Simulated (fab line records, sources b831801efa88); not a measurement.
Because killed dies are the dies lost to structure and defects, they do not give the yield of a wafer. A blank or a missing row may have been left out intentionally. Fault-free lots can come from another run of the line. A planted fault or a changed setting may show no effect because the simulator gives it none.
Chamber matching -- flow gf180mcu -- GF_V3_CMP_26 on cmp-02 has 4 sister chambers
The step polishes, stops on SiO2, t overpolish 15 s, target thk 0 nm. 20 wafers are shown with their chamber, then 10 later ones without.

== WAFERS, EACH WITH ITS CHAMBER ==
wafer,chamber,motor-current-A (A),time-to-endpoint-s (s),overpolish-run-s (s)
L666.2,0,11.3,91,15.018
L666.3,1,11.6,91,14.999
L666.6,3,12.6,86,15.010
L667.2,1,12.1,88,15.001
L667.4,3,11.1,86,14.997
L667.5,1,11.6,86,15.000
L670.2,2,10.1,91,15.000
L670.5,1,11.7,90,15.003
L670.6,0,11.0,89,15.000
L673.1,2,10.1,91,14.992
L673.3,0,11.0,86,15.009
L673.4,3,12.0,79,15.013
L674.3,1,11.7,90,15.011
L674.4,0,11.7,85,14.989
L674.5,2,10.3,92,14.986
L675.3,0,11.8,91,15.002
L675.4,3,11.2,86,15.002
L675.6,0,11.8,87,15.017
L680.3,3,12.3,88,14.997
L680.4,0,11.7,89,15.000

SIGNATURES (means of the wafers above)
reading,chamber 0,chamber 1,chamber 2,chamber 3,scatter within a chamber
motor-current-A,11.471,11.740,10.167,11.840,0.416
time-to-endpoint-s,88.29,89.00,91.33,85.00,2.48
overpolish-run-s,15.00500,15.00280,14.99267,15.00380,0.00812
Rule: a wafer lies at a distance from a chamber equal to the root of the sum of squares, over the readings, of (its reading less the chamber's mean, divided by the reading's scatter). If the next closest chamber is less than 2 further off than the closest, the wafer can't be placed; otherwise it belongs to the closest. How the scatter is found: for the shown wafers, subtract from each reading the mean of its chamber, square and add these, divide the total by (wafers less chambers), then take the root.

== WAFERS MISSING THEIR CHAMBER ==
wafer,motor-current-A (A),time-to-endpoint-s (s),overpolish-run-s (s)
L680.5,11.9,88,15.002
L686.1,11.2,90,15.004
L686.3,11.5,86,15.003
L686.4,12.1,85,14.996
L687.1,11.5,90,15.009
L687.3,11.9,92,15.004
L687.6,9.9,95,14.995
L688.3,10.0,91,14.999
L688.4,12.1,86,15.006
L688.5,11.1,88,14.999

== THE CHAMBER EACH PASSED THROUGH ==
wafer,from the rows above,in truth
L680.5,can't be placed: 1 or 0 or 3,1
L686.1,can't be placed: 0 or 1 or 3 or 2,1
L686.3,can't be placed: 3 or 0 or 1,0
L686.4,can't be placed: 3 or 1 or 0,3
L687.1,can't be placed: 0 or 1 or 3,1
L687.3,can't be placed: 1 or 0 or 3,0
L687.6,2,2
L688.3,2,2
L688.4,can't be placed: 3 or 1 or 0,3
L688.5,can't be placed: 0 or 1 or 3 or 2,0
Correctly placed: 2 of 10. Not placeable from these rows: 8 (in 8, the candidates include the true chamber). Wrongly placed: 0.
